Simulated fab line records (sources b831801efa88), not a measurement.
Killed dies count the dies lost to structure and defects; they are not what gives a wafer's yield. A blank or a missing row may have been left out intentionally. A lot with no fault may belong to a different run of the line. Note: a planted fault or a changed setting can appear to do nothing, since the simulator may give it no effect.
A lot that was struck, set against a sound lot || flow sky130 || 19 out of 708 route steps
Sound: the wafers L595.2, L595.3, L595.5. Struck: wafers L603.3, L603.5 (left out: L603.4, a lot-mate that was not struck); the cause follows at the end.
Order at every step that has rows: each side's tool, ch and its chambers, its first start. Under that, the readings that differ: sound wafers || struck wafers || difference of the means || sigmas: that difference in standard deviations of wafers without a fault.
alike: words and numbers the same on both sides, and readings whose means are apart by under 2 such deviations; not compared: readings that were withheld, readings missing a value for some wafer, numbers with overlapping values and no deviation given by the record, and bounds like >300 which may hide the same value.
A row with sigmas, a row that says differs or no value, or rows on one side alone: a step with any of these is where the two part. Numbers that have no deviation but don't overlap get no sigmas and don't part them. A reading that every wafer of one side lacks parts them only if that side has two wafers or more.

SKY_METAL3_SPUTTER_02: material AlCu, target thk 735 nm, time 39.1 s.
  sound on pvdSputter-01 at day 38 04:11; struck on pvdSputter-03 at day 40 10:25
  alike: throttleValvePct
SKY_METAL3_SPUTTER_03: material Ti, target thk 5 nm, time 3.3 s.
  sound on pvdSputter-01 at day 38 04:14; struck on pvdSputter-03 at day 40 10:26
  alike: throttleValvePct
SKY_METAL3_SPUTTER_04: material TiN, target thk 70 nm, time 58.3 s.
  sound on pvdSputter-01 at day 38 04:15; struck on pvdSputter-03 at day 40 10:28
  alike: throttleValvePct
SKY_CAPM_CVD_00: deposits SiO2, target thk 15.5 nm.
  sound on pecvd-01 ch 0,1,2, day 38 04:18; struck on pecvd-04 ch 1, day 40 10:31
{"reading": "susceptorTempC (C)", "sound": "399.95 400.20 400.19", "struck": "399.56 399.77", "difference": -0.45, "sigmas": -2}
  alike: heaterPowerW
SKY_CAPM_THK_MEAS_01:
  sound on filmMetro-03 at day 38 04:20; struck on filmMetro-02 at day 40 10:33
  alike: CAPM_CVD_00_THK
SKY_CAPM_SPUTTER_02: material TiN, target thk 200 nm, time 166.7 s.
  sound on pvdSputter-02 at day 38 04:23; struck on pvdSputter-01 at day 40 10:35
  alike: susceptorTempC, throttleValvePct
SKY_CAPM_RS_MEAS_03: the measuring method here is four-point-probe.
  sound on filmMetro-02 at day 38 04:31; struck on filmMetro-02 at day 40 10:44
  alike: CAPM_TIN_RS
SKY_CAPM_THK_MEAS_04: measures by xrf.
  sound on filmMetro-02 at day 38 04:37; struck on filmMetro-02 at day 40 10:50
  alike: CAPM_TIN_THK
then, 4 steps without rows for these wafers: SKY_CAPM_DEHYDRATE_05 (time 60 s); SKY_CAPM_HMDS_06 (prime time 60 s); SKY_CAPM_COAT_07 (resist thk 1140 nm); SKY_CAPM_SOFTBAKE_08 (time 60 s).
SKY_CAPM_EXPOSE_09: exposes mask CAPM, target cd 1000 nm.
  sound on ilineStepper-01 ch 0, day 38 16:57; struck on ilineStepper-01 ch 0, day 40 22:51
  alike: mask
then, 2 steps without rows for these wafers: SKY_CAPM_PEB_10; SKY_CAPM_DEVELOP_11 (develop time 60 s).
SKY_CAPM_OVL_MEAS_12:
  sound on overlay-02 at day 39 05:20; struck on overlay-02 at day 41 10:53
  alike: CAPM_OVL
SKY_CAPM_METAL_ETCH_13: etches TiN in Cl2/BCl3, stops on SiO2, target depth 220 nm, time 62.9 s.
  sound on rieMetal-03 ch 0,1, day 39 05:22; struck on rieMetal-03 ch 0, day 41 10:56
{"reading": "model.CAPM.cdNm (nm)", "sound": "1002 999.7 995.3", "struck": "940.8 943.9", "difference": -56.7, "sigmas": ""}
  alike: drypumpMotorCurrentA, oesProductAu, throttleValvePct
  not compared: rfHoursCounterH
then, 1 step without rows for these wafers: SKY_CAPM_STRIP_14 (strips in O2/N2).
SKY_PAD_OPEN_PROBE_99:
  rows exist in the record for the sound wafers here (prober-01, day 47 06:17), none for the struck ones

WHERE THEY PART
Earliest at SKY_CAPM_CVD_00; latest, in this record, at SKY_PAD_OPEN_PROBE_99.

WHY: the cause the simulator had injected
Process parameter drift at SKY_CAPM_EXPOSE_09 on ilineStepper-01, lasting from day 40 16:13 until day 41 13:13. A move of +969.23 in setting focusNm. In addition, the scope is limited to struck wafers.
